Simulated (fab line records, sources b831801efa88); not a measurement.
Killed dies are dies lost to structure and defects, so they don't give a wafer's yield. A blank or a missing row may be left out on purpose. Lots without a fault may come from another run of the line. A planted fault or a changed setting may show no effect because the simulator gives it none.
fab line records | flow sky130 | part 1 of 2: steps 1 to 29 of 39
record lots=5 wafers=15 last_day=50
route steps=708 shown RES_PROTECT@212 POLY_GATE@213 LDD_N@237
lots that met no fault: from a run of the same line without faults
start_h: hours from the record's first day to the start of the lot's first wafer shown | wait_h: hours since the lot's step before | " the same as in the row above | L1.1+2: a row that stands for several wafers | - no value, or no start given | * or withheld: withheld | < > ~ a bound
route shown NAME@n: a module of which the file shows steps, and the number in the route of the first | usual: mean/standard deviation of fault-free wafers | same: alike in all rows | chamber/n: place in a boat | sites: the reading at each site | _std_site: their standard deviation | _edge_site: outer sites' mean less inner sites' | radius_mm: how far each site lies from the wafer's centre | mask NAME#n: copy n | behind: the tool/chamber that last shaped the wafer | hold: why the lot was held/for how many hours/how that ended | device: the transistor (n, p or np) that didn't switch | end of line: the same wafers' tests at the end of the route | a step without rows: its recipe alone | killed: dies lost to structure and defects at the first sort, not the wafer's yield | map: a wafer's dies, x killed, . not, _ none there
set.NAME: the setting as run; set.NAME@STEP: as run at that earlier step | model.NAME: the simulator's own value behind a step, which no gauge read
lots at some steps of the route; a table a step, a row a wafer
services: from which hour (start_h, from the record's first day; less than 0 if before it) a tool's chamber was out of use, for how many hours, and why
## steps
# step SKY_RES_PROTECT_DEVELOP_06
# recipe resist=NOVOLAK developer=TMAH develop_time_s=60 dev_temp_c=23
# columns lot.wafer tool chamber start_h wait_h
L089.1+3+5 litho_track-01 0 469.70 0.1
L093.2+3+6 litho_track-01 0 508.12 0.1
L092.2+5+6 litho_track-01 0 509.32 0.1
L094.2+3+5 litho_track-01 0 510.57 0.1
L095.2+3+6 litho_track-02 0 536.19 0.1
# step SKY_POLY_GATE_IMPLANT_02
# recipe species=P energy_kev=30 dose_cm2=7.7e+15 tilt_deg=0
# columns lot.wafer tool chamber start_h wait_h
L089.1+3+5 implanter-03 0 469.85 0.1
L093.2+3+6 implanter-01 0 508.27 0.1
L092.2+5+6 implanter-01 0 509.47 0.1
L094.2+3+5 implanter-01 0 510.72 0.1
L095.2+3+6 implanter-04 0 536.34 0.1
# step SKY_RES_PROTECT_STRIP_07
# recipe chemistry=O2/N2 power_w=1400 pressure_mtorr=1500 platen_temp_c=withheld o2_flow_sccm=3000 n2_flow_sccm=300 overash_fraction=0.5
# usual drypump_motor_current_A=5.9/0.52 oes_product_au=0.518/0.0044 strip_time_to_endpoint_s=23.33/0.041
# same overash_fraction=0.5
# columns lot.wafer tool chamber start_h wait_h drypump_motor_current_A oes_product_au rf_hours_counter_h strip_time_to_endpoint_s
L089.1 plasma_asher-02 1 470.00 0.1 6.4 0.520 78 23.39
L089.3 " 1 " " 6.4 0.523 - 23.40
L089.5 " 1 " " 6.4 0.521 - 23.35
L093.2 plasma_asher-02 0 508.40 0.1 5.4 0.517 81 23.35
L093.3 " 1 " " 6.5 0.518 - 23.31
L093.6 " 1 " " 6.5 0.511 - 23.32
L092.2 plasma_asher-03 1 509.60 0.1 6.5 0.518 59 23.35
L092.5 " 1 " " 6.5 0.512 - 23.33
L092.6 " 0 " " 5.5 0.515 - 23.32
L094.2 plasma_asher-04 0 510.85 0.1 6.2 0.518 9 23.30
L094.3 " 0 " " 6.2 0.514 - 23.39
L094.5 " 0 " " 6.2 0.519 - 23.34
L095.2 plasma_asher-02 1 536.47 0.1 6.5 0.518 84 23.32
L095.3 " 0 " " 5.4 0.515 - 23.31
L095.6 " 1 " " 6.4 0.513 - 23.34
# step SKY_RES_PROTECT_TW_MEAS_08
# usual POLY_GATE_TW=4017/37
# columns lot.wafer tool chamber start_h wait_h POLY_GATE_TW
L089.1 film_metro-04 - 470.10 0.1 4031
L089.3 " - " " 4062
L089.5 " - " " 4040
L093.2 film_metro-02 - 508.51 0.1 3995
L093.3 " - " " 3985
L093.6 " - " " 3979
L092.2 film_metro-04 - 509.71 0.1 4027
L092.5 " - " " 4041
L092.6 " - " " 4040
L094.2 film_metro-02 - 510.96 0.1 3981
L094.3 " - " " 3990
L094.5 " - " " 3994
L095.2 film_metro-02 - 536.58 0.1 3962
L095.3 " - " " 3953
L095.6 " - " " 3966
# step SKY_RES_PROTECT_CLEAN_09
# recipe chemistry=SC1/SC2 mix=1:4:20 temp_c=70 time_s=150 dry=n2_spin
# usual bath_heat_duty_pct=13.9/1.6
# columns lot.wafer tool chamber start_h wait_h bath_heat_duty_pct
L089.1 wet_bench-03 3 470.16 0.1 13.3
L089.3 " 3 " " 14.1
L089.5 " 3 " " 13.9
L093.2 wet_bench-04 1 508.56 0.0 14.0
L093.3 " 1 " " 15.2
L093.6 " 1 " " 15.1
L092.2 wet_bench-02 0 509.76 0.0 13.8
L092.5 " 0 " " 14.5
L092.6 " 0 " " 13.5
L094.2 wet_bench-02 1 511.01 0.0 13.6
L094.3 " 1 " " 12.5
L094.5 " 1 " " 11.8
L095.2 wet_bench-02 2 536.63 0.0 12.8
L095.3 " 2 " " 12.1
L095.6 " 2 " " 13.3
# step SKY_POLY_GATE_CVD_03
# recipe material=Si3N4 precursor=DCS/NH3 target_thk_nm=75 temp_c=770 time_s=1290 pressure_mtorr=250
# usual spike_tc_bottom_C=790.7/0.97
# columns lot.wafer tool chamber start_h wait_h spike_tc_bottom_C
L089.1 lpcvd-02 0 470.28 0.1 791.0
L089.3 " 0 " " 790.8
L089.5 " 0 " " 790.4
L093.2 lpcvd-02 0 508.61 0.0 789.8
L093.3 " 0 " " 790.6
L093.6 " 0 " " 790.2
L092.2 lpcvd-02 0 509.97 0.2 790.1
L092.5 " 0 " " 790.4
L092.6 " 0 " " 789.1
L094.2 lpcvd-02 0 511.33 0.3 789.8
L094.3 " 0 " " 790.2
L094.5 " 0 " " 789.7
L095.2 lpcvd-02 1 544.74 8.1 790.8
L095.3 " 1 " " 791.2
L095.6 " 1 " " 790.8
# step SKY_POLY_GATE_THK_MEAS_04
# recipe reads=Si3N4_of_POLY_GATE_CVD_03
# usual POLY_GATE_CVD_03_THK=75.2/0.68
# columns lot.wafer tool chamber start_h wait_h POLY_GATE_CVD_03_THK[nm]
L089.1 film_metro-01 - 472.32 0.0 75.4
L089.3 " - " " 75.2
L089.5 " - " " 75.1
L093.2 film_metro-01 - 509.98 0.0 75.9
L093.3 " - " " 75.1
L093.6 " - " " 75.7
L092.2 film_metro-01 - 511.34 0.0 74.5
L092.5 " - " " 74.6
L092.6 " - " " 74.3
L094.2 film_metro-01 - 512.70 0.0 74.5
L094.3 " - " " 74.5
L094.5 " - " " 74.1
L095.2 film_metro-04 - 546.11 0.0 74.9
L095.3 " - " " 74.8
L095.6 " - " " 74.7
# step SKY_POLY_GATE_DEHYDRATE_05
# recipe temp_c=200 time_s=60
# columns lot.wafer tool chamber start_h wait_h
L089.1+3+5 litho_track-04 0 486.93 14.6
L093.2+3+6 litho_track-02 0 524.49 14.5
L092.2+5+6 litho_track-03 0 525.66 14.3
L094.2+3+5 litho_track-03 0 527.06 14.4
L095.2+3+6 litho_track-02 0 560.24 14.1
# step SKY_POLY_GATE_HMDS_06
# recipe prime_time_s=60 prime_temp_c=120
# columns lot.wafer tool chamber start_h wait_h
L089.1+3+5 litho_track-04 0 487.08 0.1
L093.2+3+6 litho_track-02 0 524.64 0.1
L092.2+5+6 litho_track-03 0 525.81 0.1
L094.2+3+5 litho_track-03 0 527.21 0.1
L095.2+3+6 litho_track-02 0 560.39 0.1
# step SKY_POLY_GATE_COAT_07
# recipe resist=BARC temp_c=withheld time_s=withheld spin_rpm=3000 resist_thk_nm=110
# columns lot.wafer tool chamber start_h wait_h
L089.1+3+5 litho_track-04 0 487.23 0.1
L093.2+3+6 litho_track-02 0 524.79 0.1
L092.2+5+6 litho_track-03 0 525.96 0.1
L094.2+3+5 litho_track-03 0 527.36 0.1
L095.2+3+6 litho_track-02 0 560.54 0.1
# step SKY_POLY_GATE_COAT_08
# recipe resist=KrF-thick spin_rpm=3000 resist_thk_nm=450
# columns lot.wafer tool chamber start_h wait_h
L089.1+3+5 litho_track-04 0 - -
L093.2+3+6 litho_track-02 0 - -
L092.2+5+6 litho_track-03 0 - -
L094.2+3+5 litho_track-03 0 - -
L095.2+3+6 litho_track-02 0 - -
# step SKY_POLY_GATE_SOFTBAKE_09
# recipe temp_c=100 time_s=90 resist=KrF-thick
# columns lot.wafer tool chamber start_h wait_h
L089.1+3+5 litho_track-04 0 - -
L093.2+3+6 litho_track-02 0 - -
L092.2+5+6 litho_track-03 0 - -
L094.2+3+5 litho_track-03 0 - -
L095.2+3+6 litho_track-02 0 - -
# step SKY_POLY_GATE_EXPOSE_10
# recipe mask_id=P1M na=0.68 source_shape=conventional sigma_outer=0.6 target_cd_nm=150 dose_mj=28
# usual focus_offset_nm=0.0/0.42 reticle_temp_C=23.01/0.1
# same na=0.68
# columns lot.wafer tool chamber start_h wait_h mask focus_offset_nm reticle_temp_C
L089.1 krf_scanner-01 0 - - P1M#0 -0.8 23.05
L089.3 " 0 " " P1M#0 -0.3 22.96
L089.5 " 0 " " P1M#0 -1.0 23.11
L093.2 krf_scanner-01 0 - - P1M#0 -0.7 22.88
L093.3 " 0 " " P1M#0 0.8 23.08
L093.6 " 0 " " P1M#0 0.9 23.12
L092.2 krf_scanner-02 0 - - P1M#0 -0.4 23.01
L092.5 " 0 " " P1M#0 0.2 23.00
L092.6 " 0 " " P1M#0 -0.3 23.06
L094.2 krf_scanner-02 0 - - P1M#0 -0.2 23.01
L094.3 " 0 " " P1M#0 -0.8 23.00
L094.5 " 0 " " P1M#0 0.0 23.11
L095.2 krf_scanner-02 0 - - P1M#0 -0.1 23.13
L095.3 " 0 " " P1M#0 0.8 22.98
L095.6 " 0 " " P1M#0 0.1 22.90
# step SKY_POLY_GATE_PEB_11
# recipe peb_temp_c=withheld peb_time_s=withheld resist=KrF-thick
# columns lot.wafer tool chamber start_h wait_h
L089.1+3+5 litho_track-04 0 - -
L093.2+3+6 litho_track-03 0 - -
L092.2+5+6 litho_track-03 0 - -
L094.2+3+5 litho_track-02 0 - -
L095.2+3+6 litho_track-02 0 - -
# step SKY_POLY_GATE_DEVELOP_12
# recipe develop_time_s=58.57 resist=KrF-thick dev_temp_c=21
# columns lot.wafer tool chamber start_h wait_h
L089.1+3+5 litho_track-04 0 - -
L093.2+3+6 litho_track-03 0 - -
L092.2+5+6 litho_track-03 0 - -
L094.2+3+5 litho_track-02 0 - -
L095.2+3+6 litho_track-02 0 - -
# step SKY_POLY_GATE_CD_MEAS_13
# recipe target_cd_nm=150
# usual cd_nm=149.6/1.2
# columns lot.wafer tool chamber start_h wait_h cd_nm
L089.1 cd_sem-01 - 503.18 - 150.4
L089.3 " - " " 149.7
L089.5 " - " " 149.7
L093.2 cd_sem-02 - 540.00 - 148.4
L093.3 " - " " 150.0
L093.6 " - " " 148.6
L092.2 cd_sem-02 - 541.30 - 149.7
L092.5 " - " " 147.8
L092.6 " - " " 148.9
L094.2 cd_sem-01 - 542.54 - 150.2
L094.3 " - " " 149.4
L094.5 " - " " 149.7
L095.2 cd_sem-02 - 575.94 - 148.7
L095.3 " - " " 148.3
L095.6 " - " " 149.8
# step SKY_POLY_GATE_OVL_MEAS_14
# usual POLY_GATE_OVL=3/5.2
# columns lot.wafer tool chamber start_h wait_h POLY_GATE_OVL[nm]
L089.1 overlay-01 - 503.30 0.1 0
L089.3 " - " " -10
L089.5 " - " " -3
L093.2 overlay-01 - 540.11 0.1 6
L093.3 " - " " 2
L093.6 " - " " 2
L092.2 overlay-01 - 541.41 0.1 10
L092.5 " - " " 11
L092.6 " - " " 8
L094.2 overlay-01 - 542.64 0.1 5
L094.3 " - " " 6
L094.5 " - " " 6
L095.2 overlay-01 - 576.04 0.1 -2
L095.3 " - " " -3
L095.6 " - " " -8
# step SKY_POLY_GATE_ETCH_15
# recipe chemistry=N2/H2 target=BARC ion_energy_ev=200 source_w=500 bias_w=100 pressure_mtorr=30 n2_flow_sccm=100 h2_flow_sccm=200 stop_on=SiO2 time_s=118.5 target_depth_a=1100
# usual drypump_motor_current_A=6.0/0.43 oes_product_au=0.717/0.0042 throttle_valve_pct=13.212/0.0092
# columns lot.wafer tool chamber start_h wait_h drypump_motor_current_A oes_product_au rf_hours_counter_h throttle_valve_pct
L089.1 rie_diel-02 0 503.33 0.0 6.2 0.714 10 13.215
L089.3 " 3 " " 6.5 0.715 45 13.216
L089.5 " 2 " " 6.2 0.715 - 13.208
L093.2 rie_diel-02 2 540.14 0.0 6.1 0.713 3 13.222
L093.3 " 3 " " 6.5 0.714 46 13.219
L093.6 " 1 " " 5.8 0.715 - 13.213
L092.2 rie_diel-01 3 541.44 0.0 6.7 0.727 4 13.215
L092.5 " 3 " " 6.7 0.714 - 13.211
L092.6 " 0 " " 6.1 0.721 - 13.207
L094.2 rie_diel-03 0 542.67 0.0 5.8 0.713 20 13.214
L094.3 " 2 " " 5.0 0.716 46 13.222
L094.5 " 2 " " 5.0 0.715 - 13.215
L095.2 rie_diel-01 3 576.07 0.0 6.7 0.718 4 13.208
L095.3 " 0 " " 6.1 0.712 39 13.220
L095.6 " 3 " " 6.7 0.717 - 13.228
# step SKY_POLY_GATE_ETCH_16
# recipe stop_on=poly-Si chemistry=CH3F/O2 target=Si3N4 source_w=400 bias_w=80 pressure_mtorr=25 ch3f_flow_sccm=40 O2_flow_sccm=30 time_s=147.5 target_depth_a=750
# usual drypump_motor_current_A=5.9/0.43 oes_product_au=0.642/0.0054 throttle_valve_pct=10.536/0.0085
# columns lot.wafer tool chamber start_h wait_h drypump_motor_current_A oes_product_au rf_hours_counter_h throttle_valve_pct
L089.1 rie_diel-02 0 503.41 0.0 6.2 0.642 10 10.535
L089.3 " 3 " " 6.5 0.647 45 10.540
L089.5 " 2 " " 6.1 0.638 - 10.539
L093.2 rie_diel-02 2 540.22 0.0 6.1 0.645 3 10.537
L093.3 " 3 " " 6.5 0.634 46 10.540
L093.6 " 1 " " 5.7 0.643 - 10.543
L092.2 rie_diel-01 3 541.52 0.0 6.7 0.629 4 10.533
L092.5 " 3 " " 6.7 0.641 - 10.536
L092.6 " 0 " " 6.1 0.638 - 10.542
L094.2 rie_diel-03 0 542.76 0.0 5.7 0.636 20 10.550
L094.3 " 2 " " 5.0 0.645 46 10.537
L094.5 " 2 " " 5.0 0.649 - 10.543
L095.2 rie_diel-01 3 576.16 0.0 6.7 0.635 4 10.539
L095.3 " 0 " " 6.1 0.635 39 10.549
L095.6 " 3 " " 6.7 0.634 - 10.546
# step SKY_POLY_GATE_ETCH_17
# recipe target_depth_nm=180 stop_on=SiO2 over_etch_frac=0.56667 chemistry=HBr/Cl2 target=poly-Si icp_w=400 bias_w=100 pressure_mtorr=10 HBr_flow_sccm=150 Cl2_flow_sccm=50 time_s=70.5
# usual drypump_motor_current_A=5.7/0.41 oes_product_au=0.989/0.0064 throttle_valve_pct=33.684/0.01
# columns lot.wafer tool chamber start_h wait_h drypump_motor_current_A oes_product_au rf_hours_counter_h throttle_valve_pct
L089.1 rie_si-02 3 503.51 0.0 5.2 0.990 7 33.695
L089.3 " 0 " " 6.1 0.988 2 33.687
L089.5 " 1 " " 6.0 0.974 - 33.683
L093.2 rie_si-01 2 540.32 0.0 6.1 0.991 4 33.669
L093.3 " 3 " " 5.7 0.992 36 33.684
L093.6 " 0 " " 4.9 0.998 - 33.682
L092.2 rie_si-02 1 541.62 0.0 6.0 0.977 2 33.683
L092.5 " 2 " " 5.9 0.992 - 33.682
L092.6 " 1 " " 6.0 0.978 - 33.672
L094.2 rie_si-01 1 542.85 0.0 5.6 0.983 2 33.681
L094.3 " 0 " " 5.0 0.995 2 33.667
L094.5 " 0 " " 4.9 0.987 - 33.668
L095.2 rie_si-02 1 576.25 0.0 6.0 0.982 2 33.676
L095.3 " 2 " " 5.9 0.993 24 33.681
L095.6 " 2 " " 5.9 0.991 - 33.689
# step SKY_POLY_GATE_STRIP_18
# recipe chemistry=O2/N2 power_w=1400 pressure_mtorr=1500 platen_temp_c=withheld o2_flow_sccm=3000 n2_flow_sccm=300 overash_fraction=0.5
# usual drypump_motor_current_A=5.9/0.5 oes_product_au=0.360/0.0042 strip_time_to_endpoint_s=3.146/0.026
# same overash_fraction=0.5
# columns lot.wafer tool chamber start_h wait_h drypump_motor_current_A oes_product_au rf_hours_counter_h strip_time_to_endpoint_s
L089.1 plasma_asher-01 1 503.57 0.0 6.4 0.354 40 3.171
L089.3 " 0 " " 5.5 0.365 - 3.122
L089.5 " 1 " " 6.4 0.357 - 3.157
L093.2 plasma_asher-04 0 540.38 0.0 6.2 0.359 12 3.158
L093.3 " 0 " " 6.2 0.367 - 3.111
L093.6 " 0 " " 6.2 0.361 - 3.135
L092.2 plasma_asher-02 1 541.68 0.0 6.4 0.359 84 3.154
L092.5 " 0 " " 5.4 0.358 - 3.114
L092.6 " 1 " " 6.4 0.354 - 3.097
L094.2 plasma_asher-02 0 542.91 0.0 5.4 0.362 85 3.198
L094.3 " 0 " " 5.4 0.360 - 3.133
L094.5 " 1 " " 6.4 0.361 - 3.182
L095.2 plasma_asher-01 1 576.31 0.0 6.4 0.364 48 3.147
L095.3 " 0 " " 5.5 0.355 - 3.109
L095.6 " 0 " " 5.5 0.363 - 3.132
# step SKY_POLY_GATE_CLEAN_19
# recipe chemistry=SC1/SC2 mix=1:4:20 temp_c=70 time_s=150 dry=n2_spin
# usual bath_heat_duty_pct=12.8/0.96
# columns lot.wafer tool chamber start_h wait_h bath_heat_duty_pct
L089.1 wet_bench-02 1 503.67 0.1 11.6
L089.3 " 1 " " 12.7
L089.5 " 1 " " 12.7
L093.2 wet_bench-01 0 540.48 0.1 13.7
L093.3 " 0 " " 14.4
L093.6 " 0 " " 13.3
L092.2 wet_bench-02 2 541.78 0.1 13.8
L092.5 " 2 " " 12.7
L092.6 " 2 " " 13.9
L094.2 wet_bench-03 3 543.01 0.1 14.0
L094.3 " 3 " " 12.1
L094.5 " 3 " " 13.6
L095.2 wet_bench-01 3 576.41 0.1 14.0
L095.3 " 3 " " 12.2
L095.6 " 3 " " 12.6
# step SKY_POLY_GATE_OXIDATION_20
# recipe temp_c=850 ambient=O2 stabilise_s=600 purge_s=300 target_thk_a=40 ox_time_s=899
# usual spike_tc_bottom_C=870.0/0.96 tube_center_temp_C_max=852.2/0.34
# columns lot.wafer tool chamber start_h wait_h spike_tc_bottom_C tube_center_temp_C_max
L089.1 furnace-02 0 503.72 0.0 869.7 852.8
L089.3 " 0 " " 871.6 852.0
L089.5 " 0 " " 868.9 851.9
L093.2 furnace-01 0 540.53 0.0 870.7 852.7
L093.3 " 0 " " 869.2 852.2
L093.6 " 0 " " 869.7 852.3
L092.2 furnace-02 0 541.83 0.0 868.9 851.8
L092.5 " 0 " " 871.7 852.1
L092.6 " 0 " " 869.9 852.5
L094.2 furnace-02 0 543.08 0.0 870.5 852.3
L094.3 " 0 " " 870.2 851.8
L094.5 " 0 " " 870.8 852.2
L095.2 furnace-02 0 576.46 0.0 871.5 851.9
L095.3 " 0 " " 868.3 852.4
L095.6 " 0 " " 871.7 852.2
# step SKY_POLY_GATE_THK_MEAS_21
# recipe reads=SiO2_of_POLY_GATE_OXIDATION_20
# usual POLY_GATE_OXIDATION_THK=4.01/0.071
# columns lot.wafer tool chamber start_h wait_h POLY_GATE_OXIDATION_THK[nm]
L089.1 film_metro-01 - 504.97 0.0 4.01
L089.3 " - " " 4.00
L089.5 " - " " 3.91
L093.2 film_metro-04 - 541.79 0.0 4.10
L093.3 " - " " 4.10
L093.6 " - " " 4.10
L092.2 film_metro-02 - 543.09 0.0 4.01
L092.5 " - " " 3.97
L092.6 " - " " 3.99
L094.2 film_metro-02 - 544.34 0.0 3.92
L094.3 " - " " 3.89
L094.5 " - " " 3.91
L095.2 film_metro-01 - 577.72 0.0 4.06
L095.3 " - " " 3.98
L095.6 " - " " 3.99
# step SKY_POLY_GATE_CD_MEAS_22
# usual cd_nm=149.8/1.6
# columns lot.wafer tool chamber start_h wait_h cd_nm
L089.1 cd_sem-02 - 505.03 0.1 150.8
L089.3 " - " " 150.4
L089.5 " - " " 151.7
L093.2 cd_sem-02 - 541.87 0.1 148.4
L093.3 " - " " 149.3
L093.6 " - " " 147.5
L092.2 cd_sem-02 - 543.17 0.1 150.8
L092.5 " - " " 149.9
L092.6 " - " " 148.6
L094.2 cd_sem-02 - 544.41 0.1 150.2
L094.3 " - " " 150.8
L094.5 " - " " 150.5
L095.2 cd_sem-02 - 577.80 0.1 148.7
L095.3 " - " " 148.5
L095.6 " - " " 149.9
# step SKY_LDD_N_DEHYDRATE_00
# recipe temp_c=200 time_s=60
# columns lot.wafer tool chamber start_h wait_h
L089.1+3+5 litho_track-02 0 519.37 14.3
L093.2+3+6 litho_track-02 0 555.44 13.5
L092.2+5+6 litho_track-04 0 556.70 13.5
L094.2+3+5 litho_track-02 0 557.79 13.3
L095.2+3+6 litho_track-04 0 592.20 14.4
# step SKY_LDD_N_HMDS_01
# recipe prime_time_s=60 prime_temp_c=120
# columns lot.wafer tool chamber start_h wait_h
L089.1+3+5 litho_track-02 0 519.52 0.1
L093.2+3+6 litho_track-02 0 555.59 0.1
L092.2+5+6 litho_track-04 0 556.85 0.1
L094.2+3+5 litho_track-02 0 557.94 0.1
L095.2+3+6 litho_track-04 0 592.35 0.1
# step SKY_LDD_N_COAT_02
# recipe resist=NOVOLAK spin_rpm=3000 resist_thk_nm=300
# columns lot.wafer tool chamber start_h wait_h
L089.1+3+5 litho_track-02 0 519.67 0.1
L093.2+3+6 litho_track-02 0 555.74 0.1
L092.2+5+6 litho_track-04 0 557.00 0.1
L094.2+3+5 litho_track-02 0 558.09 0.1
L095.2+3+6 litho_track-04 0 592.50 0.1
# step SKY_LDD_N_SOFTBAKE_03
# recipe temp_c=90 time_s=60 resist=NOVOLAK
# columns lot.wafer tool chamber start_h wait_h
L089.1+3+5 litho_track-02 0 519.82 0.1
L093.2+3+6 litho_track-02 0 555.89 0.1
L092.2+5+6 litho_track-04 0 557.15 0.1
L094.2+3+5 litho_track-02 0 558.24 0.1
L095.2+3+6 litho_track-04 0 592.65 0.1
